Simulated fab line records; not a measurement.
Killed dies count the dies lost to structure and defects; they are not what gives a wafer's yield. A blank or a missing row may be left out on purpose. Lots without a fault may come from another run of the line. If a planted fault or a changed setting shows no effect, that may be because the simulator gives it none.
The tool behind it: which one? || flow gf180mcu || Sampling: 11 lots, 31 wafers, 6 of 602 route steps

== WHAT THE GAUGES READ, wafer by wafer ==
GF_V1_THK_MEAS_03. Usual: for V1_CVD_02_THK the level is 846 nm and the standard deviation is 11.
{"lot": "L931", "measured": "day 16 21:19", "on": "film_metro-02", "V1_CVD_02_THK (nm)": "856 859 856", "flag": ""}
{"lot": "L932", "measured": "day 17 00:22", "on": "film_metro-04", "V1_CVD_02_THK (nm)": "823 825 836", "flag": ""}
{"lot": "L933", "measured": "day 17 13:59", "on": "film_metro-01", "V1_CVD_02_THK (nm)": "837 835 849", "flag": ""}
{"lot": "L934", "measured": "day 18 03:15", "on": "film_metro-02", "V1_CVD_02_THK (nm)": "837 844 846", "flag": ""}
{"lot": "L938", "measured": "day 19 14:59", "on": "film_metro-04", "V1_CVD_02_THK (nm)": "830 847 845", "flag": ""}
{"lot": "L939", "measured": "day 19 21:43", "on": "film_metro-02", "V1_CVD_02_THK (nm)": "841 841 843", "flag": ""}
{"lot": "L940", "measured": "day 20 05:56", "on": "film_metro-04", "V1_CVD_02_THK (nm)": "832 830 841", "flag": ""}
{"lot": "L941", "measured": "day 20 17:26", "on": "film_metro-04", "V1_CVD_02_THK (nm)": "834 859 859", "flag": ""}
{"lot": "L942", "measured": "day 20 22:24", "on": "film_metro-04", "V1_CVD_02_THK (nm)": "847 850 858", "flag": ""}
{"lot": "L950", "measured": "day 24 08:12", "on": "film_metro-01", "V1_CVD_02_THK (nm)": "838 844", "flag": ""}
{"lot": "L951", "measured": "day 24 15:44", "on": "film_metro-02", "V1_CVD_02_THK (nm)": "863 850", "flag": ""}

GF_V1_CD_MEAS_14 targets a cd of 260 nm. Usual: cd_nm reads 259.9 nm (standard deviation 1.3).
{"lot": "L931", "measured": "day 17 20:33", "on": "cd_sem-01", "cd_nm (nm)": "259.3 260.0 260.2", "flag": ""}
{"lot": "L932", "measured": "day 17 23:40", "on": "cd_sem-01", "cd_nm (nm)": "259.7 259.1 260.4", "flag": ""}
{"lot": "L933", "measured": "day 18 13:49", "on": "cd_sem-02", "cd_nm (nm)": "260.4 259.3 261.0", "flag": ""}
{"lot": "L934", "measured": "day 19 02:29", "on": "cd_sem-02", "cd_nm (nm)": "259.8 258.8 259.6", "flag": ""}
{"lot": "L938", "measured": "day 20 16:14", "on": "cd_sem-01", "cd_nm (nm)": "259.0 259.8 259.8", "flag": ""}
{"lot": "L939", "measured": "day 20 22:23", "on": "cd_sem-02", "cd_nm (nm)": "258.4 257.5 259.2", "flag": ""}
{"lot": "L940", "measured": "day 21 07:11", "on": "cd_sem-02", "cd_nm (nm)": "258.0 258.1 257.9", "flag": ""}
{"lot": "L941", "measured": "day 21 17:52", "on": "cd_sem-02", "cd_nm (nm)": "258.3 258.5 258.6", "flag": ""}
{"lot": "L942", "measured": "day 21 22:18", "on": "cd_sem-01", "cd_nm (nm)": "261.0 260.3 261.5", "flag": ""}
{"lot": "L950", "measured": "day 25 06:32", "on": "cd_sem-01", "cd_nm (nm)": "262.3 261.4", "flag": ""}
{"lot": "L951", "measured": "day 25 13:34", "on": "cd_sem-02", "cd_nm (nm)": "258.9 260.6", "flag": ""}

GF_V1_RS_MEAS_24: measures by four-point-probe. Usual: for V1_W_RS the level is 0.326 ohm/sq and the standard deviation is 0.0048.
{"lot": "L931", "measured": "day 17 21:35", "on": "film_metro-02", "V1_W_RS (ohm/sq)": "0.335 0.327 0.331", "flag": ""}
{"lot": "L932", "measured": "day 18 00:41", "on": "film_metro-04", "V1_W_RS (ohm/sq)": "0.333 0.330 0.325", "flag": ""}
{"lot": "L933", "measured": "day 18 14:50", "on": "film_metro-01", "V1_W_RS (ohm/sq)": "0.325 0.332 0.326", "flag": ""}
{"lot": "L934", "measured": "day 19 03:34", "on": "film_metro-02", "V1_W_RS (ohm/sq)": "0.322 0.324 0.322", "flag": ""}
{"lot": "L938", "measured": "day 20 17:23", "on": "film_metro-02", "V1_W_RS (ohm/sq)": "0.318 0.314 0.315", "flag": ""}
{"lot": "L939", "measured": "day 20 23:32", "on": "film_metro-01", "V1_W_RS (ohm/sq)": "0.322 0.323 0.325", "flag": ""}
{"lot": "L940", "measured": "day 21 08:19", "on": "film_metro-02", "V1_W_RS (ohm/sq)": "0.326 0.329 0.328", "flag": ""}
{"lot": "L941", "measured": "day 21 18:53", "on": "film_metro-02", "V1_W_RS (ohm/sq)": "0.328 0.327 0.331", "flag": ""}
{"lot": "L942", "measured": "day 21 23:22", "on": "film_metro-04", "V1_W_RS (ohm/sq)": "0.320 0.319 0.329", "flag": ""}
{"lot": "L950", "measured": "day 25 07:36", "on": "film_metro-04", "V1_W_RS (ohm/sq)": "0.385 0.331 0.384 0.331", "flag": "OFF"}
{"lot": "L951", "measured": "day 25 14:43", "on": "film_metro-01", "V1_W_RS (ohm/sq)": "0.332 0.381 0.332 0.381", "flag": "OFF"}

GF_V1_THK_MEAS_25: measures by xrf. Usual: for V1_W_THK the level is 358 nm and the standard deviation is 6.9.
{"lot": "L931", "measured": "day 17 21:41", "on": "film_metro-02", "V1_W_THK (nm)": "350 357 355", "flag": ""}
{"lot": "L932", "measured": "day 18 00:48", "on": "film_metro-04", "V1_W_THK (nm)": "345 348 356", "flag": ""}
{"lot": "L933", "measured": "day 18 14:58", "on": "film_metro-01", "V1_W_THK (nm)": "360 350 357", "flag": ""}
{"lot": "L934", "measured": "day 19 03:41", "on": "film_metro-02", "V1_W_THK (nm)": "362 360 364", "flag": ""}
{"lot": "L938", "measured": "day 20 17:31", "on": "film_metro-02", "V1_W_THK (nm)": "369 375 374", "flag": ""}
{"lot": "L939", "measured": "day 20 23:39", "on": "film_metro-01", "V1_W_THK (nm)": "360 359 358", "flag": ""}
{"lot": "L940", "measured": "day 21 08:26", "on": "film_metro-02", "V1_W_THK (nm)": "359 358 360", "flag": ""}
{"lot": "L941", "measured": "day 21 19:00", "on": "film_metro-02", "V1_W_THK (nm)": "357 359 356", "flag": ""}
{"lot": "L942", "measured": "day 21 23:27", "on": "film_metro-04", "V1_W_THK (nm)": "361 360 351", "flag": ""}
{"lot": "L950", "measured": "day 25 16:55", "on": "film_metro-04", "V1_W_THK (nm)": "299 345 298 346", "flag": "OFF"}
{"lot": "L951", "measured": "day 25 19:10", "on": "film_metro-01", "V1_W_THK (nm)": "355 309 353 310", "flag": "OFF"}

== TOOL THAT RAN EACH LOT (tool first, then ch and the chambers of the sampled wafers, then the start) ==
{"lot": "L931", "GF_V1_SPUTTER_22": "pvd_sputter-03, day 17 21:23", "GF_V1_CVD_23": "cvd_w-02 ch 0,1, day 17 21:28"}
{"lot": "L932", "GF_V1_SPUTTER_22": "pvd_sputter-02, day 18 00:31", "GF_V1_CVD_23": "cvd_w-02 ch 0,1, day 18 00:33"}
{"lot": "L933", "GF_V1_SPUTTER_22": "pvd_sputter-03, day 18 14:41", "GF_V1_CVD_23": "cvd_w-02 ch 0,1, day 18 14:44"}
{"lot": "L934", "GF_V1_SPUTTER_22": "pvd_sputter-01, day 19 03:25", "GF_V1_CVD_23": "cvd_w-01 ch 0,1, day 19 03:27"}
{"lot": "L938", "GF_V1_SPUTTER_22": "pvd_sputter-03, day 20 17:07", "GF_V1_CVD_23": "cvd_w-02 ch 0, day 20 17:10"}
{"lot": "L939", "GF_V1_SPUTTER_22": "pvd_sputter-02, day 20 23:16", "GF_V1_CVD_23": "cvd_w-02 ch 0, day 20 23:18"}
{"lot": "L940", "GF_V1_SPUTTER_22": "pvd_sputter-01, day 21 08:10", "GF_V1_CVD_23": "cvd_w-01 ch 0,1, day 21 08:12"}
{"lot": "L941", "GF_V1_SPUTTER_22": "pvd_sputter-01, day 21 18:43", "GF_V1_CVD_23": "cvd_w-01 ch 0, day 21 18:46"}
{"lot": "L942", "GF_V1_SPUTTER_22": "pvd_sputter-02, day 21 23:09", "GF_V1_CVD_23": "cvd_w-02 ch 0,1, day 21 23:14"}
{"lot": "L950", "GF_V1_SPUTTER_22": "pvd_sputter-03, day 25 07:27", "GF_V1_CVD_23": "cvd_w-02 ch 0,1, day 25 07:29"}
{"lot": "L951", "GF_V1_SPUTTER_22": "pvd_sputter-02, day 25 14:30", "GF_V1_CVD_23": "cvd_w-02 ch 0,1, day 25 14:36"}
- GF_V1_SPUTTER_22: material TiN, target thk 10 nm, time 40 s.
- GF_V1_CVD_23: deposits W, target thk 350 nm, time 105.05 s.

== AS READ BY THE TOOLS THEMSELVES (means over the sampled wafers that have a number; for cases with no such wafer, the mark the record gives instead) ==
GF_V1_SPUTTER_22. Usual: throttle_valve_pct reads 30.2 % (standard deviation 1.4).
{"lot": "L931", "tool": "pvd_sputter-03", "throttle_valve_pct (%)": 31.3, "flag": ""}
{"lot": "L932", "tool": "pvd_sputter-02", "throttle_valve_pct (%)": 28.8, "flag": ""}
{"lot": "L933", "tool": "pvd_sputter-03", "throttle_valve_pct (%)": 30.8, "flag": ""}
{"lot": "L934", "tool": "pvd_sputter-01", "throttle_valve_pct (%)": 32.1, "flag": ""}
{"lot": "L938", "tool": "pvd_sputter-03", "throttle_valve_pct (%)": 30.4, "flag": ""}
{"lot": "L939", "tool": "pvd_sputter-02", "throttle_valve_pct (%)": 29.4, "flag": ""}
{"lot": "L940", "tool": "pvd_sputter-01", "throttle_valve_pct (%)": 31.4, "flag": ""}
{"lot": "L941", "tool": "pvd_sputter-01", "throttle_valve_pct (%)": 31.6, "flag": ""}
{"lot": "L942", "tool": "pvd_sputter-02", "throttle_valve_pct (%)": 29.3, "flag": ""}
{"lot": "L950", "tool": "pvd_sputter-03", "throttle_valve_pct (%)": 31.1, "flag": ""}
{"lot": "L951", "tool": "pvd_sputter-02", "throttle_valve_pct (%)": 29.8, "flag": ""}

GF_V1_CVD_23. Usual: chamber_pressure_Torr 40.01 Torr, standard deviation 0.09; heater_power_w 849 W, standard deviation 60.
{"lot": "L931", "tool": "cvd_w-02", "chamber_pressure_Torr (Torr)": 40.01, "heater_power_w (W)": 868, "flag": ""}
{"lot": "L932", "tool": "cvd_w-02", "chamber_pressure_Torr (Torr)": 39.94, "heater_power_w (W)": 861, "flag": ""}
{"lot": "L933", "tool": "cvd_w-02", "chamber_pressure_Torr (Torr)": 39.98, "heater_power_w (W)": 850, "flag": ""}
{"lot": "L934", "tool": "cvd_w-01", "chamber_pressure_Torr (Torr)": 39.99, "heater_power_w (W)": 874, "flag": ""}
{"lot": "L938", "tool": "cvd_w-02", "chamber_pressure_Torr (Torr)": 39.98, "heater_power_w (W)": 811, "flag": ""}
{"lot": "L939", "tool": "cvd_w-02", "chamber_pressure_Torr (Torr)": 39.90, "heater_power_w (W)": 797, "flag": ""}
{"lot": "L940", "tool": "cvd_w-01", "chamber_pressure_Torr (Torr)": 40.07, "heater_power_w (W)": 876, "flag": ""}
{"lot": "L941", "tool": "cvd_w-01", "chamber_pressure_Torr (Torr)": 40.12, "heater_power_w (W)": 762, "flag": ""}
{"lot": "L942", "tool": "cvd_w-02", "chamber_pressure_Torr (Torr)": 40.01, "heater_power_w (W)": 849, "flag": ""}
{"lot": "L950", "tool": "cvd_w-02", "chamber_pressure_Torr (Torr)": 39.98, "heater_power_w (W)": 852, "flag": ""}
{"lot": "L951", "tool": "cvd_w-02", "chamber_pressure_Torr (Torr)": 39.88, "heater_power_w (W)": 858, "flag": ""}

== THE ANSWER, worked out from the rows above alone ==
Rule: take the mean of a lot's wafers that have a number; if it is more than 3 standard deviations from the usual mean, the lot is off. A lot without any number at a reading at which 4 lots or more have one is off too. Where the step has rows for the other lots, those lots are counted as sound. The gauges are gone through in route order, then the tools' own readings, and for those a lot's mean is taken as printed above. At the first step where some lot is off, the reading lying furthest off is the one used; lots without a number count as furthest.
Off: at GF_V1_RS_MEAS_24 (V1_W_RS), L950, L951.
A tool fits if, at a process step before that reading, it ran every lot that is off, and no sound lot after the first of them. Gauges at GF_V1_RS_MEAS_24: tried the same way as those tools. One fits: cvd_w-02 at GF_V1_CVD_23. Its last sound lot is L942 (day 21 23:14), its first lot that is off L950 (day 25 07:29): a fault that began between those two fits.

== WHAT WAS PUT IN BY THE SIMULATOR ==
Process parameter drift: cvd_w-02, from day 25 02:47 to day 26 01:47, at GF_V1_CVD_23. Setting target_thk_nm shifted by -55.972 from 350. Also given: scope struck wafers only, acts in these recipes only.
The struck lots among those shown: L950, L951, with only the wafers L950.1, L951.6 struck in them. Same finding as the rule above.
